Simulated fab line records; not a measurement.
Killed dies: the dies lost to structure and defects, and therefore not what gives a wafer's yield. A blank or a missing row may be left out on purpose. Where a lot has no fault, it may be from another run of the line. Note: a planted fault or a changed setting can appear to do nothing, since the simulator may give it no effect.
The tool behind it: which one? ; flow sky130 ; 45 wafers from 15 lots sampled at 5 of the route's 708 steps

WHAT THE GAUGES SHOWED, per wafer
SKY_FIELD_ISO_THK_MEAS_02.
lot;measured;on;FIELD_ISO_OXIDATION_00_THK (nm)
L872;day 1 17:41;filmMetro-03;11.67 11.63 11.58
L873;day 1 21:54;filmMetro-01;11.83 11.99 11.71
L874;day 2 03:32;filmMetro-03;12.26 12.31 12.39
L875;day 2 08:49;filmMetro-03;12.22 12.15 12.41
L876;day 2 13:23;filmMetro-01;12.05 12.06 11.81
L877;day 2 19:32;filmMetro-01;12.48 12.53 12.48
L878;day 2 22:54;filmMetro-01;11.94 12.05 12.18
L885;day 4 09:59;filmMetro-03;11.91 11.82 11.78
L887;day 4 19:39;filmMetro-01;11.49 11.59 11.30
L888;day 5 01:09;filmMetro-01;12.27 12.28 12.36
L889;day 5 05:38;filmMetro-03;11.78 11.90 11.94
L890;day 5 11:35;filmMetro-03;11.95 11.90 12.02
L891;day 5 15:56;filmMetro-03;12.29 12.26 12.47
L892;day 5 21:38;filmMetro-01;12.45 12.38 12.35
L893;day 6 02:31;filmMetro-01;12.19 12.28 12.07

SKY_NWELL_TW_MEAS_26.
lot;measured;on;NWELL_2_TW
L872;day 5 15:16;filmMetro-03;488 491 490
L873;day 5 23:30;filmMetro-04;496 498 496
L874;day 6 02:58;filmMetro-04;497 493 497
L875;day 6 08:34;filmMetro-04;30 30 30
L876;day 6 13:13;filmMetro-03;30 29 30
L877;day 6 21:12;filmMetro-04;30 30 30
L878;day 7 01:37;filmMetro-02;495 493 495
L885;day 8 19:30;filmMetro-03;492 494 494
L887;day 9 06:55;filmMetro-02;489 492 490
L888;day 9 14:43;filmMetro-02;495 491 495
L889;day 9 18:16;filmMetro-03;492 490 489
L890;day 10 02:47;filmMetro-04;493 493 496
L891;day 10 11:48;filmMetro-03;489 490 488
L892;day 10 15:31;filmMetro-02;487 488 492
L893;day 10 21:49;filmMetro-03;490 490 491

SKY_CONTACT_BOW_MEAS_05.
lot;measured;on;CONTACT_BOW (um)
L872;day 30 18:34;filmMetro-03;89 83 80
L873;day 31 05:17;filmMetro-02;80 82 67
L874;day 31 09:03;filmMetro-03;82 88 87
L875;day 32 05:22;filmMetro-03;76 84 82
L876;day 32 16:56;filmMetro-01;92 89 92
L877;day 32 17:53;filmMetro-03;81 83 87
L878;day 32 17:18;filmMetro-03;79 88 86
L885;day 35 22:18;filmMetro-01;81 97 72
L887;day 35 23:44;filmMetro-01;74 83 81
L888;day 36 20:10;filmMetro-01;80 79 72
L889;day 36 18:03;filmMetro-01;90 95 72
L890;day 36 22:19;filmMetro-02;82 71 84
L891;day 37 00:55;filmMetro-03;92 81 79
L892;day 37 15:58;filmMetro-02;89 95 85
L893;day 37 23:59;filmMetro-03;78 77 64

WHAT TOOL EACH LOT RAN ON (gives the tool, then ch and the chambers of the sampled wafers, and finally the start)
lot;SKY_NWELL_STRIP_14;SKY_NWELL_STRIP_25
L872;plasmaAsher-01 ch 1, day 4 21:19;plasmaAsher-01 ch 1, day 5 15:10
L873;plasmaAsher-01 ch 0,1, day 5 04:41;plasmaAsher-02 ch 0,1, day 5 23:25
L874;plasmaAsher-01 ch 0,1, day 5 08:30;plasmaAsher-02 ch 0,1, day 6 02:52
L875;plasmaAsher-02 ch 0,1, day 5 14:04;plasmaAsher-04 ch 0,1, day 6 08:28
L876;plasmaAsher-01 ch 0,1, day 5 18:28;plasmaAsher-01 ch 0,1, day 6 13:07
L877;plasmaAsher-02 ch 0,1, day 6 01:52;plasmaAsher-01 ch 0,1, day 6 21:06
L878;plasmaAsher-02 ch 0,1, day 6 06:31;plasmaAsher-04 ch 0,1, day 7 01:31
L885;plasmaAsher-02 ch 0,1, day 7 22:52;plasmaAsher-02 ch 0,1, day 8 19:24
L887;plasmaAsher-02 ch 0,1, day 8 10:43;plasmaAsher-01 ch 0,1, day 9 06:50
L888;plasmaAsher-01 ch 0,1, day 8 17:16;plasmaAsher-02 ch 1, day 9 14:37
L889;plasmaAsher-04 ch 0,1, day 8 20:22;plasmaAsher-01 ch 0,1, day 9 18:10
L890;plasmaAsher-02 ch 0,1, day 9 05:02;plasmaAsher-02 ch 0,1, day 10 02:43
L891;plasmaAsher-01 ch 0,1, day 9 13:40;plasmaAsher-01 ch 0,1, day 10 11:42
L892;plasmaAsher-02 ch 0,1, day 9 17:15;plasmaAsher-04 ch 0,1, day 10 15:25
L893;plasmaAsher-01 ch 1, day 9 22:58;plasmaAsher-01 ch 0,1, day 10 21:42
- SKY_NWELL_STRIP_14: strips in O2/N2.
- SKY_NWELL_STRIP_25: strips in O2/N2.

AS READ BY THE TOOLS THEMSELVES (means over the sampled wafers that have a number; for cases with no such wafer, the mark the record gives instead)
SKY_NWELL_STRIP_14.
lot;tool;chamberPressureMTorr (mTorr);drypumpMotorCurrentA (A);oesProductAu (a.u.);stripTimeToEndpointS (s)
L872;plasmaAsher-01;1500.4;4.8;0.720;36.72
L873;plasmaAsher-01;1498.9;5.0;0.717;36.90
L874;plasmaAsher-01;1500.0;5.1;0.719;36.90
L875;plasmaAsher-02;-;-;-;-
L876;plasmaAsher-01;-;-;-;-
L877;plasmaAsher-02;-;-;-;-
L878;plasmaAsher-02;1498.5;5.7;0.726;36.93
L885;plasmaAsher-02;1500.6;5.4;0.725;36.87
L887;plasmaAsher-02;1499.8;5.7;0.721;36.98
L888;plasmaAsher-01;1499.3;4.9;0.722;36.89
L889;plasmaAsher-04;1500.6;6.3;0.723;36.94
L890;plasmaAsher-02;1499.7;5.4;0.718;36.84
L891;plasmaAsher-01;1500.5;5.1;0.726;36.90
L892;plasmaAsher-02;1500.3;5.7;0.721;36.77
L893;plasmaAsher-01;1500.2;4.8;0.720;36.85

SKY_NWELL_STRIP_25.
lot;tool;chamberPressureMTorr (mTorr);drypumpMotorCurrentA (A);oesProductAu (a.u.);stripTimeToEndpointS (s)
L872;plasmaAsher-01;1501.0;4.8;0.720;36.93
L873;plasmaAsher-02;1500.1;5.8;0.725;36.88
L874;plasmaAsher-02;1501.1;5.7;0.723;36.69
L875;plasmaAsher-04;1499.2;6.3;0.739;81.11
L876;plasmaAsher-01;1500.5;4.9;0.737;81.10
L877;plasmaAsher-01;1500.7;5.1;0.738;80.99
L878;plasmaAsher-04;1499.5;6.3;0.728;37.04
L885;plasmaAsher-02;1495.8;5.7;0.720;36.84
L887;plasmaAsher-01;1499.1;4.9;0.723;36.87
L888;plasmaAsher-02;1500.0;6.1;0.719;36.88
L889;plasmaAsher-01;1500.2;5.1;0.723;37.02
L890;plasmaAsher-02;1500.5;5.3;0.726;36.96
L891;plasmaAsher-01;1500.2;5.1;0.724;36.82
L892;plasmaAsher-04;1498.6;6.3;0.722;36.77
L893;plasmaAsher-01;1499.6;5.0;0.719;36.88

THE ANSWER, worked out from the rows above alone
Rule: the lots themselves supply what counts as usual. The widest of any qualifying gaps counts: lots, ordered by their means at a reading, are off when they make up no more than a third of the lots, leave a main group of 4 or more, and stand apart from it by 3 or more times the standard deviation of that group's means. If all means in a main group match to the digits the tables above print for the reading, that group is not used. A lot without any number at a reading at which 4 lots or more have one is off too. The other lots that the step has rows for count as sound. First the gauges in route order, then the tools' own readings, where a lot's mean is used as printed above. At the first step where some lot is off, the reading lying furthest off is the one used; lots without a number count as furthest.
Off: at SKY_NWELL_TW_MEAS_26 (NWELL_2_TW), L875, L876, L877. Mean 492 and standard deviation 2.6 in the main group.
A tool fits if, at a process step before that reading, it ran every lot that is off, and no sound lot after the first of them. Not tried: the gauges at SKY_NWELL_TW_MEAS_26; whatever is off there is also off at SKY_NWELL_STRIP_14, on other tools, and gauge error can't account for it. Of those tried, none fits.

WHAT WAS PUT IN BY THE SIMULATOR
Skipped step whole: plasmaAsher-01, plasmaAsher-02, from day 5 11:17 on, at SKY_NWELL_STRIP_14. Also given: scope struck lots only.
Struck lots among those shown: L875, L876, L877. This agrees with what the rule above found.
